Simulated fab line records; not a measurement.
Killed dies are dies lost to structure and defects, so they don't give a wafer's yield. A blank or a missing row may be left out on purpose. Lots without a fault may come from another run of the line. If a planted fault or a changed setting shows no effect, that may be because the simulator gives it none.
Matching of chambers + flow sky130 + rieDiel-01 running SKY_VIA2_ETCH_14: 4 sister chambers
The step etches BARC in N2/H2, stops on SiO2, time 45.9 s, target depth 60 nm. 14 wafers are shown with their chamber, then 7 later ones without.

== EACH WAFER AND ITS CHAMBER ==
| wafer  | chamber | drypumpMotorCurrentA (A) | throttleValvePct (%) | oesProductAu (a.u.) |
|--------|---------|--------------------------|----------------------|---------------------|
| L713.2 | 3       | 5.89                     | 13.226               | 0.860               |
| L713.3 | 1       | 6.39                     | 13.238               | 0.855               |
| L713.6 | 1       | 6.37                     | 13.226               | 0.854               |
| L715.1 | 2       | 5.64                     | 13.218               | 0.853               |
| L715.2 | 0       | 6.13                     | 13.213               | 0.853               |
| L715.5 | 2       | 5.65                     | 13.208               | 0.859               |
| L717.1 | 3       | 5.92                     | 13.206               | 0.854               |
| L717.2 | 2       | 5.67                     | 13.217               | 0.853               |
| L717.6 | 3       | 5.93                     | 13.230               | 0.851               |
| L719.3 | 1       | 6.38                     | 13.237               | 0.853               |
| L719.4 | 0       | 6.13                     | 13.244               | 0.860               |
| L719.6 | 3       | 5.90                     | 13.225               | 0.859               |
| L721.1 | 0       | 6.11                     | 13.230               | 0.858               |
| L721.3 | 3       | 5.93                     | 13.232               | 0.854               |

SIGNATURES (averages over the wafers above)
| reading              | chamber 0 | chamber 1 | chamber 2 | chamber 3 | scatter within a chamber |
|----------------------|-----------|-----------|-----------|-----------|--------------------------|
| drypumpMotorCurrentA | 6.1233    | 6.3800    | 5.6533    | 5.9140    | 0.015                    |
| throttleValvePct     | 13.22900  | 13.23367  | 13.21433  | 13.22380  | 0.0103                   |
| oesProductAu         | 0.85700   | 0.85400   | 0.85500   | 0.85560   | 0.0033                   |
Rule: distance of a wafer from a chamber = root of the sum over the readings of ((wafer's reading minus chamber's mean) / reading's scatter) squared. The wafer belongs to the nearest chamber; if the next one is less than 2 further off, it can't be placed. The scatter: take each reading less its chamber's mean, square it, sum over the shown wafers, divide by the number of wafers less the number of chambers, and take the root.

== WAFERS WITH NO CHAMBER GIVEN ==
| wafer  | drypumpMotorCurrentA (A) | throttleValvePct (%) | oesProductAu (a.u.) |
|--------|--------------------------|----------------------|---------------------|
| L721.6 | 6.40                     | 13.234               | 0.856               |
| L723.1 | 6.12                     | 13.215               | 0.855               |
| L723.5 | 6.43                     | 13.216               | 0.856               |
| L723.6 | 6.14                     | 13.211               | 0.854               |
| L724.2 | 5.93                     | 13.233               | 0.852               |
| L724.4 | 6.13                     | 13.241               | 0.848               |
| L724.5 | 6.37                     | 13.226               | 0.855               |

== WHICH CHAMBER EACH ONE RAN IN ==
| wafer  | from the rows above | in truth |
|--------|---------------------|----------|
| L721.6 | 1                   | 1        |
| L723.1 | 0                   | 0        |
| L723.5 | 1                   | 1        |
| L723.6 | 0                   | 0        |
| L724.2 | 3                   | 3        |
| L724.4 | 0                   | 0        |
| L724.5 | 1                   | 1        |
Correctly placed: 7 of 7. Number that these rows cannot place: 0. Wrongly placed: 0.
